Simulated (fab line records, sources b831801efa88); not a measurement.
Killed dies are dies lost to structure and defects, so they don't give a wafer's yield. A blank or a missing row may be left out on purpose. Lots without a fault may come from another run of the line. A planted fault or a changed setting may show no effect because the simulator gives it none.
fab line records | flow sky130
record lots=5 wafers=15 last_day=49
route steps=708 shown RES_XHIGH@339 SD_N@342 SD_P@359 SALICIDE@361 LI_CONTACT@362
lots that met no fault: from a run of the same line without faults
start_h: hours from the record's first day to the start of the lot's first wafer shown | wait_h: hours since the lot's step before | " the same as in the row above | L1.1+2: a row that stands for several wafers | - no value, or no start given | * or withheld: withheld | < > ~ a bound
route shown NAME@n: a module of which the file shows steps, and the number in the route of the first | usual: mean/standard deviation of fault-free wafers | same: alike in all rows | chamber/n: place in a boat | sites: the reading at each site | _std_site: their standard deviation | _edge_site: outer sites' mean less inner sites' | radius_mm: how far each site lies from the wafer's centre | mask NAME#n: copy n | behind: the tool/chamber that last shaped the wafer | hold: why the lot was held/for how many hours/how that ended | device: the transistor (n, p or np) that didn't switch | end of line: the same wafers' tests at the end of the route | a step without rows: its recipe alone | killed: dies lost to structure and defects at the first sort, not the wafer's yield | map: a wafer's dies, x killed, . not, _ none there
set.NAME: the setting as run; set.NAME@STEP: as run at that earlier step | model.NAME: the simulator's own value behind a step, which no gauge read
lots at some steps of the route; a table a step, a row a wafer
services: from which hour (start_h, from the record's first day; less than 0 if before it) a tool's chamber was out of use, for how many hours, and why
## steps
# step SKY_RES_XHIGH_IMPLANT_07
# recipe species=BF2 energy_kev=20 dose_cm2=3.6e+14 tilt_deg=0
# usual dose_ions_cm2=3.601e+14/3.7e+11 tilt_deg=0.004/0.02
# columns lot.wafer tool chamber start_h wait_h dose_ions_cm2 tilt_deg
L077.1 implanter-03 0 647.91 0.1 3.608e+14 0.016
L077.2 " 0 " " 3.609e+14 -0.007
L077.6 " 0 " " 3.606e+14 0.025
L081.1 implanter-04 0 676.76 0.1 3.605e+14 0.042
L081.4 " 0 " " 3.606e+14 0.016
L081.5 " 0 " " 3.599e+14 0.048
L087.1 implanter-04 0 721.96 0.1 3.597e+14 0.024
L087.2 " 0 " " 3.596e+14 -0.029
L087.5 " 0 " " 3.599e+14 -0.012
L093.1 implanter-03 0 766.63 0.1 3.601e+14 -0.007
L093.4 " 0 " " 3.594e+14 0.011
L093.5 " 0 " " 3.596e+14 0.019
L094.1 implanter-01 0 779.06 0.1 3.6e+14 0.000
L094.5 " 0 " " 3.6e+14 0.034
L094.6 " 0 " " 3.597e+14 0.001
# step SKY_RES_XHIGH_STRIP_08
# recipe chemistry=O2/N2 power_w=1400 pressure_mtorr=1500 platen_temp_c=withheld o2_flow_sccm=3000 n2_flow_sccm=300 overash_fraction=0.5
# usual drypump_motor_current_A=5.7/0.43 oes_product_au=0.711/0.0048 strip_time_to_endpoint_s=14.29/0.035
# columns lot.wafer tool chamber start_h wait_h drypump_motor_current_A oes_product_au rf_hours_counter_h strip_time_to_endpoint_s
L077.1 plasma_asher-02 0 648.06 0.1 6.0 0.716 23 14.34
L077.2 " 1 " " 5.0 0.714 23 14.32
L077.6 " 1 " " 5.0 0.717 - 14.33
L081.1 plasma_asher-04 1 676.91 0.1 5.6 0.710 88 14.27
L081.4 " 1 " " 5.6 0.712 - 14.30
L081.5 " 1 " " 5.6 0.713 - 14.26
L087.1 plasma_asher-03 0 722.11 0.1 6.3 0.709 57 14.28
L087.2 " 1 " " 5.9 0.713 57 14.29
L087.5 " 1 " " 5.9 0.712 - 14.31
L093.1 plasma_asher-04 1 766.78 0.1 5.6 0.714 98 14.28
L093.4 " 1 " " 5.6 0.719 - 14.31
L093.5 " 1 " " 5.6 0.699 - 14.27
L094.1 plasma_asher-04 1 779.21 0.1 5.6 0.714 99 14.31
L094.5 " 0 " " 6.0 0.711 - 14.25
L094.6 " 1 " " 5.6 0.704 - 14.31
# step SKY_RES_XHIGH_TW_MEAS_09
# usual RES_XHIGH_TW=1622/6.5
# columns lot.wafer tool chamber start_h wait_h RES_XHIGH_TW
L077.1 film_metro-04 - 648.16 0.1 1625
L077.2 " - " " 1623
L077.6 " - " " 1627
L081.1 film_metro-04 - 677.01 0.1 1615
L081.4 " - " " 1611
L081.5 " - " " 1621
L087.1 film_metro-04 - 722.21 0.1 1621
L087.2 " - " " 1623
L087.5 " - " " 1624
L093.1 film_metro-01 - 766.88 0.1 1621
L093.4 " - " " 1623
L093.5 " - " " 1635
L094.1 film_metro-03 - 779.31 0.1 1626
L094.5 " - " " 1611
L094.6 " - " " 1620
# step SKY_SD_N_DEHYDRATE_00
# recipe temp_c=200 time_s=60
# columns lot.wafer tool chamber start_h wait_h
L077.1+2+6 litho_track-04 0 661.86 13.7
L081.1+4+5 litho_track-01 0 690.34 13.3
L087.1+2+5 litho_track-01 0 736.14 13.9
L093.1+4+5 litho_track-01 0 779.44 12.6
L094.1+5+6 litho_track-03 0 791.71 12.4
# step SKY_SD_N_HMDS_01
# recipe prime_time_s=60 prime_temp_c=120
# columns lot.wafer tool chamber start_h wait_h
L077.1+2+6 litho_track-04 0 662.01 0.1
L081.1+4+5 litho_track-01 0 690.49 0.1
L087.1+2+5 litho_track-01 0 736.29 0.1
L093.1+4+5 litho_track-01 0 779.59 0.1
L094.1+5+6 litho_track-03 0 791.86 0.1
# step SKY_SD_N_COAT_02
# recipe resist=NOVOLAK spin_rpm=3000 resist_thk_nm=1140
# usual dispense_pressure_kPa=48/4.1
# columns lot.wafer tool chamber start_h wait_h dispense_pressure_kPa
L077.1 litho_track-04 0 662.16 0.1 51
L077.2 " 0 " " 51
L077.6 " 0 " " 51
L081.1 litho_track-01 0 690.64 0.1 42
L081.4 " 0 " " 42
L081.5 " 0 " " 42
L087.1 litho_track-01 0 736.44 0.1 42
L087.2 " 0 " " 42
L087.5 " 0 " " 42
L093.1 litho_track-01 0 779.74 0.1 42
L093.4 " 0 " " 42
L093.5 " 0 " " 42
L094.1 litho_track-03 0 792.01 0.1 51
L094.5 " 0 " " 51
L094.6 " 0 " " 51
# step SKY_SD_N_SOFTBAKE_03
# recipe temp_c=90 time_s=60 resist=NOVOLAK
# columns lot.wafer tool chamber start_h wait_h
L077.1+2+6 litho_track-04 0 662.31 0.1
L081.1+4+5 litho_track-01 0 690.79 0.1
L087.1+2+5 litho_track-01 0 736.59 0.1
L093.1+4+5 litho_track-01 0 779.89 0.1
L094.1+5+6 litho_track-03 0 792.16 0.1
# step SKY_SD_N_EXPOSE_04
# recipe mask_id=NSDM na=0.6 source_shape=conventional sigma_outer=0.6 polarization=unpolarized target_cd_nm=380 dose_mj=142.8
# usual stage_vel_mm_s=499.99/0.27
# columns lot.wafer tool chamber start_h wait_h mask stage_vel_mm_s
L077.1 iline_stepper-01 0 - - NSDM#0 499.81
L077.2 " 0 " " NSDM#0 499.52
L077.6 " 0 " " NSDM#0 499.51
L081.1 iline_stepper-02 0 - - NSDM#0 499.78
L081.4 " 0 " " NSDM#0 499.98
L081.5 " 0 " " NSDM#0 499.83
L087.1 iline_stepper-02 0 - - NSDM#0 499.77
L087.2 " 0 " " NSDM#0 499.57
L087.5 " 0 " " NSDM#0 500.15
L093.1 iline_stepper-01 0 - - NSDM#0 500.13
L093.4 " 0 " " NSDM#0 499.91
L093.5 " 0 " " NSDM#0 500.05
L094.1 iline_stepper-01 0 - - NSDM#0 499.85
L094.5 " 0 " " NSDM#0 499.92
L094.6 " 0 " " NSDM#0 500.07
# step SKY_SD_N_PEB_05
# recipe temp_c=withheld time_s=* resist=NOVOLAK
# columns lot.wafer tool chamber start_h wait_h
L077.1+2+6 litho_track-04 0 - -
L081.1+4+5 litho_track-01 0 - -
L087.1+2+5 litho_track-01 0 - -
L093.1+4+5 litho_track-01 0 - -
L094.1+5+6 litho_track-01 0 - -
# step SKY_SD_N_DEVELOP_06
# recipe resist=NOVOLAK developer=TMAH develop_time_s=60 dev_temp_c=23
# columns lot.wafer tool chamber start_h wait_h
L077.1+2+6 litho_track-04 0 676.31 0.1
L081.1+4+5 litho_track-01 0 705.24 0.1
L087.1+2+5 litho_track-01 0 749.54 0.1
L093.1+4+5 litho_track-01 0 792.89 0.1
L094.1+5+6 litho_track-01 0 804.79 0.1
# step SKY_SD_N_CD_MEAS_07
# recipe target_cd_nm=380
# usual cd_nm=379.3/2
# columns lot.wafer tool chamber start_h wait_h cd_nm
L077.1 cd_sem-01 - 676.46 0.1 378.5
L077.2 " - " " 381.3
L077.6 " - " " 381.8
L081.1 cd_sem-01 - 705.39 0.1 380.3
L081.4 " - " " 379.6
L081.5 " - " " 379.4
L087.1 cd_sem-02 - 749.69 0.1 379.5
L087.2 " - " " 382.3
L087.5 " - " " 381.8
L093.1 cd_sem-02 - 793.04 0.1 382.0
L093.4 " - " " 380.6
L093.5 " - " " 379.4
L094.1 cd_sem-02 - 804.94 0.1 378.5
L094.5 " - " " 378.7
L094.6 " - " " 378.6
# step SKY_SD_N_OVL_MEAS_08
# usual SD_N_OVL=0.8/1.2
# columns lot.wafer tool chamber start_h wait_h SD_N_OVL[nm]
L077.1 overlay-02 - 676.58 0.1 2.7
L077.2 " - " " 1.1
L077.6 " - " " 1.8
L081.1 overlay-02 - 705.51 0.1 2.1
L081.4 " - " " 2.9
L081.5 " - " " 1.8
L087.1 overlay-02 - 749.81 0.1 2.8
L087.2 " - " " 2.8
L087.5 " - " " 3.2
L093.1 overlay-01 - 793.16 0.1 -0.7
L093.4 " - " " 0.2
L093.5 " - " " 0.2
L094.1 overlay-02 - 805.06 0.1 -0.2
L094.5 " - " " 0.0
L094.6 " - " " 0.9
# step SKY_SD_N_IMPLANT_09
# recipe species=As energy_kev=50 dose_cm2=4e+15 tilt_deg=0
# usual dose_ions_cm2=4e+15/3.9e+12 tilt_deg=-0.005/0.02
# columns lot.wafer tool chamber start_h wait_h dose_ions_cm2 tilt_deg
L077.1 implanter-03 0 676.61 0.0 3.994e+15 0.003
L077.2 " 0 " " 3.992e+15 -0.001
L077.6 " 0 " " 3.998e+15 0.006
L081.1 implanter-03 0 705.55 0.0 4.005e+15 -0.042
L081.4 " 0 " " 4.002e+15 -0.021
L081.5 " 0 " " 4.01e+15 -0.027
L087.1 implanter-03 0 749.85 0.0 3.999e+15 0.012
L087.2 " 0 " " 4e+15 -0.008
L087.5 " 0 " " 4e+15 -0.042
L093.1 implanter-02 0 793.20 0.0 4.003e+15 0.026
L093.4 " 0 " " 3.997e+15 -0.014
L093.5 " 0 " " 4.001e+15 0.007
L094.1 implanter-02 0 805.10 0.0 4.003e+15 -0.012
L094.5 " 0 " " 4.005e+15 0.006
L094.6 " 0 " " 3.994e+15 -0.023
# step SKY_SD_N_IMPLANT_10
# recipe species=P energy_kev=20 dose_cm2=1e+14 tilt_deg=0
# usual dose_ions_cm2=9.999e+13/1e+11 tilt_deg=0.005/0.021
# columns lot.wafer tool chamber start_h wait_h dose_ions_cm2 tilt_deg
L077.1 implanter-03 0 676.76 0.1 9.99e+13 -0.013
L077.2 " 0 " " 9.992e+13 -0.042
L077.6 " 0 " " 1.0004e+14 -0.010
L081.1 implanter-03 0 705.70 0.1 1.0008e+14 0.014
L081.4 " 0 " " 9.988e+13 0.013
L081.5 " 0 " " 9.982e+13 -0.004
L087.1 implanter-03 0 750.00 0.1 9.983e+13 -0.002
L087.2 " 0 " " 9.997e+13 0.010
L087.5 " 0 " " 9.993e+13 0.008
L093.1 implanter-02 0 793.35 0.1 1.0006e+14 0.006
L093.4 " 0 " " 1.0001e+14 0.021
L093.5 " 0 " " 1.0009e+14 -0.013
L094.1 implanter-02 0 805.25 0.1 1.0001e+14 0.038
L094.5 " 0 " " 9.994e+13 0.017
L094.6 " 0 " " 9.993e+13 0.029
# step SKY_SD_N_STRIP_11
# recipe chemistry=O2/N2 power_w=1400 pressure_mtorr=1500 platen_temp_c=withheld o2_flow_sccm=3000 n2_flow_sccm=300 overash_fraction=0.5
# usual drypump_motor_current_A=5.9/0.52 oes_product_au=0.528/0.0048 strip_time_to_endpoint_s=22.55/0.041
# columns lot.wafer tool chamber start_h wait_h drypump_motor_current_A oes_product_au rf_hours_counter_h strip_time_to_endpoint_s
L077.1 plasma_asher-03 0 676.91 0.1 6.4 0.529 54 22.52
L077.2 " 1 " " 5.9 0.522 54 22.58
L077.6 " 1 " " 5.9 0.524 - 22.52
L081.1 plasma_asher-01 0 705.85 0.1 5.5 0.528 97 22.53
L081.4 " 0 " " 5.6 0.522 - 22.55
L081.5 " 0 " " 5.6 0.528 - 22.53
L087.1 plasma_asher-01 1 750.15 0.1 6.7 0.523 1 22.49
L087.2 " 0 " " 5.6 0.532 1 22.48
L087.5 " 1 " " 6.7 0.525 - 22.55
L093.1 plasma_asher-03 0 793.50 0.1 6.3 0.520 64 22.48
L093.4 " 1 " " 5.9 0.523 - 22.49
L093.5 " 0 " " 6.3 0.530 - 22.51
L094.1 plasma_asher-03 1 805.40 0.1 5.9 0.533 65 22.55
L094.5 " 1 " " 5.9 0.525 - 22.50
L094.6 " 0 " " 6.3 0.525 - 22.53
# step SKY_SD_N_TW_MEAS_12
# usual SD_N_TW=3932/23
# columns lot.wafer tool chamber start_h wait_h SD_N_TW
L077.1 film_metro-03 - 677.01 0.1 3908
L077.2 " - " " 3931
L077.6 " - " " 3918
L081.1 film_metro-03 - 705.95 0.1 3911
L081.4 " - " " 3905
L081.5 " - " " 3923
L087.1 film_metro-01 - 750.25 0.1 3937
L087.2 " - " " 3938
L087.5 " - " " 3935
L093.1 film_metro-01 - 793.60 0.1 3913
L093.4 " - " " 3926
L093.5 " - " " 3880
L094.1 film_metro-04 - 805.50 0.1 3945
L094.5 " - " " 3919
L094.6 " - " " 3922
# step SKY_SD_N_CLEAN_13
# recipe chemistry=SC1/SC2 mix=1:4:20 temp_c=70 time_s=150 dry=n2_spin
# columns lot.wafer tool chamber start_h wait_h
L077.1+2+6 wet_bench-01 0 677.07 0.1
L081.1+4+5 wet_bench-01 2 706.01 0.1
L087.1+2+5 wet_bench-03 2 750.31 0.1
L093.1+4+5 wet_bench-03 3 793.66 0.1
L094.1+5+6 wet_bench-03 1 805.56 0.1
# step SKY_SD_N_RTA_14
# recipe temp_c=1075 time_s=2 idle_temp_c=650 ramp_up_c_per_s=150 ramp_down_c_per_s=90 ambient=N2
# usual lamp_power_pct=15.74/0.05 ramp_down_c_per_s=90.001/0.016 wafer_temp_C_max=1077.9/1.2
# columns lot.wafer tool chamber start_h wait_h lamp_power_pct ramp_down_c_per_s wafer_temp_C_max
L077.1 rtp_anneal-01 0 677.13 0.0 15.61 90.015 1077.8
L077.2 " 0 " " 15.73 90.015 1075.1
L077.6 " 0 " " 15.81 89.994 1077.2
L081.1 rtp_anneal-02 0 706.06 0.0 15.68 90.018 1077.4
L081.4 " 0 " " 15.72 90.008 1080.1
L081.5 " 0 " " 15.78 89.993 1079.0
L087.1 rtp_anneal-01 0 750.36 0.0 15.83 90.013 1077.9
L087.2 " 0 " " 15.75 89.988 1078.5
L087.5 " 0 " " 15.68 90.027 1079.9
L093.1 rtp_anneal-01 0 793.71 0.0 15.78 89.958 1076.8
L093.4 " 0 " " 15.80 90.008 1077.6
L093.5 " 0 " " 15.73 89.987 1077.0
L094.1 rtp_anneal-02 0 805.61 0.0 15.71 90.023 1079.3
L094.5 " 0 " " 15.76 89.990 1078.0
L094.6 " 0 " " 15.76 90.019 1078.7
# step SKY_SD_N_RS_MEAS_16
# recipe thk_meas_gauge=four-point-probe
# usual SD_N_RS=68.56/0.11
# columns lot.wafer tool chamber start_h wait_h SD_N_RS[ohm/sq]
L077.1 film_metro-04 - 677.30 0.1 68.47
L077.2 " - " " 68.35
L077.6 " - " " 68.49
L081.1 film_metro-01 - 706.24 0.1 68.50
L081.4 " - " " 68.50
L081.5 " - " " 68.62
L087.1 film_metro-04 - 750.53 0.1 68.64
L087.2 " - " " 68.58
L087.5 " - " " 68.69
L093.1 film_metro-04 - 793.88 0.1 68.46
L093.4 " - " " 68.54
L093.5 " - " " 68.46
L094.1 film_metro-01 - 805.78 0.1 68.90
L094.5 " - " " 68.72
L094.6 " - " " 68.55
# step SKY_SD_N_RS_MEAS_17
# recipe thk_meas_gauge=four-point-probe
# usual SD_P_RS=147.1/0.33
# columns lot.wafer tool chamber start_h wait_h SD_P_RS[ohm/sq]
L077.1 film_metro-04 - 677.42 0.1 147.1
L077.2 " - " " 146.5
L077.6 " - " " 147.1
L081.1 film_metro-01 - 706.36 0.1 146.9
L081.4 " - " " 147.1
L081.5 " - " " 147.0
L087.1 film_metro-04 - 750.65 0.1 147.4
L087.2 " - " " 147.3
L087.5 " - " " 147.2
L093.1 film_metro-04 - 794.00 0.1 146.5
L093.4 " - " " 146.6
L093.5 " - " " 146.5
L094.1 film_metro-01 - 805.90 0.1 148.0
L094.5 " - " " 147.6
L094.6 " - " " 147.3
# step SKY_SD_N_RS_MEAS_18
# recipe thk_meas_gauge=four-point-probe
# usual RES_XHIGH_RS=333.1/1.1
# columns lot.wafer tool chamber start_h wait_h RES_XHIGH_RS[ohm/sq]
L077.1 film_metro-04 - 677.54 0.1 335.0
L077.2 " - " " 335.6
L077.6 " - " " 335.2
L081.1 film_metro-01 - 706.48 0.1 332.8
L081.4 " - " " 333.1
L081.5 " - " " 332.5
L087.1 film_metro-04 - 750.77 0.1 331.6
L087.2 " - " " 332.0
L087.5 " - " " 332.5
L093.1 film_metro-04 - 794.12 0.1 332.7
L093.4 " - " " 331.8
L093.5 " - " " 334.0
L094.1 film_metro-01 - 806.02 0.1 332.1
L094.5 " - " " 333.6
L094.6 " - " " 332.4
# step SKY_SALICIDE_CLEAN_00
# recipe chemistry=HF-last time_s=30 dilution=100:1 dry=ipa_marangoni
# columns lot.wafer tool chamber start_h wait_h
L077.1+2+6 wet_bench-02 1 677.66 0.1
L081.1+4+5 wet_bench-04 2 706.60 0.1
L087.1+2+5 wet_bench-01 2 750.89 0.1
L093.1+4+5 wet_bench-01 3 794.24 0.1
L094.1+5+6 wet_bench-04 2 806.14 0.1
# step SKY_LI_CONTACT_HDPCVD_00
# recipe material=PSG target_thk_nm=930 sigma_open_frac=0.3 time_s=155 temp_c=600 sih4_flow_sccm=60 pressure_mtorr=6
# columns lot.wafer tool chamber start_h wait_h
L077.1+2+6 hdpcvd-01 0,1,0 677.68 0.0
L081.1+4+5 hdpcvd-02 1,2,1 706.62 0.0
L087.1+2+5 hdpcvd-02 2,0,1 750.91 0.0
L093.1+4+5 hdpcvd-01 1,2,2 794.26 0.0
L094.1+5+6 hdpcvd-01 0,0,1 806.16 0.0
# step SKY_LI_CONTACT_THK_MEAS_01
# recipe reads=PSG_of_LI_CONTACT_HDPCVD_00
# usual LI_CONTACT_HDPCVD_THK=935/10
# columns lot.wafer tool chamber start_h wait_h LI_CONTACT_HDPCVD_THK[nm]
L077.1 film_metro-04 - 677.78 0.1 927
L077.2 " - " " 929
L077.6 " - " " 938
L081.1 film_metro-01 - 706.72 0.1 932
L081.4 " - " " 916
L081.5 " - " " 920
L087.1 film_metro-04 - 751.01 0.1 940
L087.2 " - " " 938
L087.5 " - " " 944
L093.1 film_metro-03 - 794.41 0.1 941
L093.4 " - " " 949
L093.5 " - " " 940
L094.1 film_metro-04 - 806.26 0.1 950
L094.5 " - " " 950
L094.6 " - " " 937
# step SKY_LI_CONTACT_CMP_02
# recipe material=PSG down_force_psi=4 platen_rpm=60 pad_velocity_m_s=0.94248
# usual motor_current_A=12.1/1.3 time_to_endpoint_s=31/3.8
# columns lot.wafer tool chamber start_h wait_h motor_current_A time_to_endpoint_s
L077.1 cmp-02 0 677.84 0.1 12.5 26
L077.2 " 3 " " 12.2 27
L077.6 " 1 " " 13.3 27
L081.1 cmp-02 0 706.83 0.1 11.4 28
L081.4 " 1 " " 13.4 29
L081.5 " 3 " " 11.9 28
L087.2 cmp-01 1 751.07 0.0 12.7 37
L087.1 " 3 " " 9.6 27
L087.5 " 2 " " 10.9 36
L093.1 cmp-02 0 794.47 0.1 11.5 30
L093.4 " 1 " " 13.1 30
L093.5 " 0 " " 11.7 29
L094.1 cmp-01 0 806.42 0.1 14.1 33
L094.5 " 2 " " 10.3 35
L094.6 " 3 " " 10.4 26
# step SKY_LI_CONTACT_BOW_MEAS_03
# recipe mode=bow
# usual LI_CONTACT_BOW=56/7.1
# columns lot.wafer tool chamber start_h wait_h LI_CONTACT_BOW[um]
L077.1 film_metro-04 - 678.14 0.2 59
L077.2 " - " " 64
L077.6 " - " " 57
L081.1 film_metro-01 - 707.08 0.2 54
L081.4 " - " " 51
L081.5 " - " " 59
L087.1 film_metro-01 - 751.37 0.1 56
L087.2 " - " " 62
L087.5 " - " " 47
L093.1 film_metro-03 - 794.77 0.2 56
L093.4 " - " " 52
L093.5 " - " " 62
L094.1 film_metro-03 - 806.62 0.1 57
L094.5 " - " " 66
L094.6 " - " " 71
# step SKY_LI_CONTACT_DEHYDRATE_04
# recipe temp_c=200 time_s=60
# columns lot.wafer tool chamber start_h wait_h
L077.1+2+6 litho_track-02 0 691.88 13.7
L081.1+4+5 litho_track-02 0 719.43 12.3
L087.1+2+5 litho_track-04 0 764.26 12.9
L093.1+4+5 litho_track-01 0 807.09 12.3
L094.1+5+6 litho_track-02 0 819.63 13.0
# step SKY_LI_CONTACT_HMDS_05
# recipe prime_time_s=60 prime_temp_c=120
# columns lot.wafer tool chamber start_h wait_h
L077.1+2+6 litho_track-02 0 692.03 0.1
L081.1+4+5 litho_track-02 0 719.58 0.1
L087.1+2+5 litho_track-04 0 764.41 0.1
L093.1+4+5 litho_track-01 0 807.24 0.1
L094.1+5+6 litho_track-02 0 819.78 0.1
# step SKY_LI_CONTACT_COAT_06
# recipe resist=BARC temp_c=withheld time_s=withheld spin_rpm=3000 resist_thk_nm=60
# usual dispense_pressure_kPa=49/5.1
# columns lot.wafer tool chamber start_h wait_h dispense_pressure_kPa
L077.1 litho_track-02 0 692.18 0.1 54
L077.2 " 0 " " 54
L077.6 " 0 " " 54
L081.1 litho_track-02 0 719.73 0.1 54
L081.4 " 0 " " 54
L081.5 " 0 " " 54
L087.1 litho_track-04 0 764.56 0.1 51
L087.2 " 0 " " 51
L087.5 " 0 " " 51
L093.1 litho_track-01 0 807.39 0.1 42
L093.4 " 0 " " 42
L093.5 " 0 " " 42
L094.1 litho_track-02 0 819.93 0.1 54
L094.5 " 0 " " 54
L094.6 " 0 " " 54
# step SKY_LI_CONTACT_COAT_07
# recipe resist=KrF-thick spin_rpm=3000 resist_thk_nm=450
# usual dispense_pressure_kPa=49/5.1
# columns lot.wafer tool chamber start_h wait_h dispense_pressure_kPa
L077.1 litho_track-02 0 - - 54
L077.2 " 0 " " 54
L077.6 " 0 " " 54
L081.1 litho_track-02 0 - - 54
L081.4 " 0 " " 54
L081.5 " 0 " " 54
L087.1 litho_track-04 0 - - 51
L087.2 " 0 " " 51
L087.5 " 0 " " 51
L093.1 litho_track-01 0 - - 42
L093.4 " 0 " " 42
L093.5 " 0 " " 42
L094.1 litho_track-02 0 - - 54
L094.5 " 0 " " 54
L094.6 " 0 " " 54
# step SKY_LI_CONTACT_SOFTBAKE_08
# recipe temp_c=100.8 time_s=90 resist=KrF-thick
# columns lot.wafer tool chamber start_h wait_h
L077.1+2+6 litho_track-02 0 - -
L081.1+4+5 litho_track-02 0 - -
L087.1+2+5 litho_track-04 0 - -
L093.1+4+5 litho_track-01 0 - -
L094.1+5+6 litho_track-02 0 - -
# step SKY_LI_CONTACT_EXPOSE_09
# recipe mask_id=LICM1 na=0.8 source_shape=annular sigma_inner=0.55 sigma_outer=0.85 target_cd_nm=170 dose_mj=38
# usual stage_vel_mm_s=500.00/0.25
# columns lot.wafer tool chamber start_h wait_h mask stage_vel_mm_s
L077.1 krf_scanner-01 0 - - LICM1#0 500.17
L077.2 " 0 " " LICM1#0 500.13
L077.6 " 0 " " LICM1#0 500.33
L081.1 krf_scanner-01 0 - - LICM1#0 499.85
L081.4 " 0 " " LICM1#0 500.11
L081.5 " 0 " " LICM1#0 500.26
L087.1 krf_scanner-02 0 - - LICM1#0 500.16
L087.2 " 0 " " LICM1#0 500.06
L087.5 " 0 " " LICM1#0 499.98
L093.1 krf_scanner-01 0 - - LICM1#0 499.88
L093.4 " 0 " " LICM1#0 500.03
L093.5 " 0 " " LICM1#0 500.23
L094.1 krf_scanner-01 0 - - LICM1#0 500.08
L094.5 " 0 " " LICM1#0 500.01
L094.6 " 0 " " LICM1#0 500.07
# step SKY_LI_CONTACT_PEB_10
# recipe peb_temp_c=withheld peb_time_s=withheld resist=KrF-thick
# columns lot.wafer tool chamber start_h wait_h
L077.1+2+6 litho_track-01 0 - -
L081.1+4+5 litho_track-01 0 - -
L087.1+2+5 litho_track-02 0 - -
L093.1+4+5 litho_track-01 0 - -
L094.1+5+6 litho_track-04 0 - -
# step SKY_LI_CONTACT_DEVELOP_11
# recipe develop_time_s=60 resist=KrF-thick dev_temp_c=21
# columns lot.wafer tool chamber start_h wait_h
L077.1+2+6 litho_track-01 0 - -
L081.1+4+5 litho_track-01 0 - -
L087.1+2+5 litho_track-02 0 - -
L093.1+4+5 litho_track-01 0 - -
L094.1+5+6 litho_track-04 0 - -
# step SKY_LI_CONTACT_CD_MEAS_12
# recipe target_cd_nm=170
# usual cd_nm=169.6/1.3
# columns lot.wafer tool chamber start_h wait_h cd_nm
L077.1 cd_sem-01 - 706.99 - 168.9
L077.2 " - " " 169.7
L077.6 " - " " 169.6
L081.1 cd_sem-02 - 734.39 - 169.4
L081.4 " - " " 168.2
L081.5 " - " " 169.0
L087.1 cd_sem-01 - 778.28 - 171.2
L087.2 " - " " 171.7
L087.5 " - " " 173.0
L093.1 cd_sem-01 - 821.19 - 169.6
L093.4 " - " " 166.4
L093.5 " - " " 167.7
L094.1 cd_sem-01 - 832.91 - 170.9
L094.5 " - " " 169.1
L094.6 " - " " 169.5
# step SKY_LI_CONTACT_OVL_MEAS_13
# usual LI_CONTACT_OVL=1/5.4
# columns lot.wafer tool chamber start_h wait_h LI_CONTACT_OVL[nm]
L077.1 overlay-02 - 707.11 0.1 -2
L077.2 " - " " 1
L077.6 " - " " -6
L081.1 overlay-01 - 734.51 0.1 -6
L081.4 " - " " -1
L081.5 " - " " -6
L087.1 overlay-02 - 778.40 0.1 -2
L087.2 " - " " -2
L087.5 " - " " -5
L093.1 overlay-01 - 821.31 0.1 3
L093.4 " - " " 2
L093.5 " - " " 0
L094.1 overlay-01 - 833.03 0.1 6
L094.5 " - " " 2
L094.6 " - " " 3
# step SKY_LI_CONTACT_ETCH_14
# recipe chemistry=N2/H2 target=BARC ion_energy_ev=200 source_w=500 bias_w=100 pressure_mtorr=30 n2_flow_sccm=100 h2_flow_sccm=200 stop_on=SiO2 time_s=45.9 target_depth_a=600
# usual drypump_motor_current_A=5.6/0.4 oes_product_au=0.855/0.0045 rf_fwd_power_W=495.2/2 throttle_valve_pct=13.226/0.0084
# columns lot.wafer tool chamber start_h wait_h drypump_motor_current_A oes_product_au rf_fwd_power_W rf_hours_counter_h throttle_valve_pct
L077.1 rie_diel-03 0 707.15 0.0 5.9 0.857 493.9 4 13.248
L077.2 " 3 " " 5.3 0.860 498.3 45 13.227
L077.6 " 3 " " 5.3 0.856 498.4 - 13.223
L081.1 rie_diel-01 3 734.55 0.0 6.3 0.851 494.2 15 13.220
L081.4 " 0 " " 5.0 0.854 492.2 11 13.219
L081.5 " 3 " " 6.2 0.858 496.2 - 13.230
L087.1 rie_diel-03 1 778.44 0.0 4.9 0.850 490.6 4 13.239
L087.2 " 2 " " 5.9 0.849 495.3 10 13.225
L087.5 " 0 " " 5.9 0.847 495.7 - 13.230
L093.1 rie_diel-01 0 821.35 0.0 5.0 0.853 492.2 14 13.242
L093.4 " 3 " " 6.2 0.854 498.2 17 13.241
L093.5 " 0 " " 5.0 0.858 492.7 - 13.230
L094.1 rie_diel-03 3 833.07 0.0 5.3 0.854 497.1 1 13.219
L094.5 " 2 " " 5.9 0.857 497.4 - 13.224
L094.6 " 0 " " 5.8 0.859 498.3 - 13.224
# step SKY_LI_CONTACT_ETCH_15
# recipe target=PSG chemistry=C4F8/O2/Ar stop_on=Si taper_deg=4.15 mask_material=KrF-thick source_w=1500 bias_w=1200 pressure_mtorr=40 c4f8_flow_sccm=withheld O2_flow_sccm=6 Ar_flow_sccm=300 time_s=withheld target_depth_a=6000
# usual oes_product_au=0.836/0.0045 rf_fwd_power_W=1493/4.7
# columns lot.wafer tool chamber start_h wait_h oes_product_au rf_fwd_power_W
L077.1 rie_diel-03 0 707.19 0.0 0.843 1493
L077.2 " 3 " " 0.836 1493
L077.6 " 3 " " 0.835 1492
L081.1 rie_diel-01 3 734.59 0.0 0.833 1501
L081.4 " 0 " " 0.834 1484
L081.5 " 3 " " 0.835 1497
L087.1 rie_diel-03 1 778.48 0.0 0.830 1492
L087.2 " 2 " " 0.843 1493
L087.5 " 0 " " 0.837 1492
L093.1 rie_diel-01 0 821.39 0.0 0.830 1491
L093.4 " 3 " " 0.831 1495
L093.5 " 0 " " 0.831 1488
L094.1 rie_diel-03 3 833.11 0.0 0.837 1492
L094.5 " 2 " " 0.834 1499
L094.6 " 0 " " 0.829 1494
## services
# columns tool chamber start_h hours kind
rie_diel-03 1 625.42 7.7 repair
krf_scanner-01 - 628.21 0.2 repair
plasma_asher-03 - 628.41 30.1 repair
rie_diel-03 1 637.27 28.4 repair
rie_diel-01 3 650.79 9.7 repair
plasma_asher-03 - 660.11 2.8 pm
rie_diel-01 1 674.90 7.5 repair
krf_scanner-01 - 690.59 0.8 pm
plasma_asher-03 - 694.39 1.4 repair
implanter-03 - 695.82 4.9 pm
implanter-03 - 701.54 2.3 repair
plasma_asher-03 - 702.17 14.1 repair
plasma_asher-03 - 703.84 0.6 repair
krf_scanner-01 - 705.55 1.3 pm
krf_scanner-01 - 706.85 1.0 pm
rie_diel-03 0 712.52 48.8 repair
rie_diel-03 - 718.32 15.6 pm
implanter-03 - 720.65 2.0 repair
rie_diel-03 2 747.35 16.1 repair
implanter-03 - 777.04 1.6 repair
rie_diel-03 - 780.35 2.8 pm
rie_diel-03 1 789.45 10.2 repair
rie_diel-03 - 799.24 0.5 repair
rie_diel-03 1 824.19 14.5 repair
## key
fault none
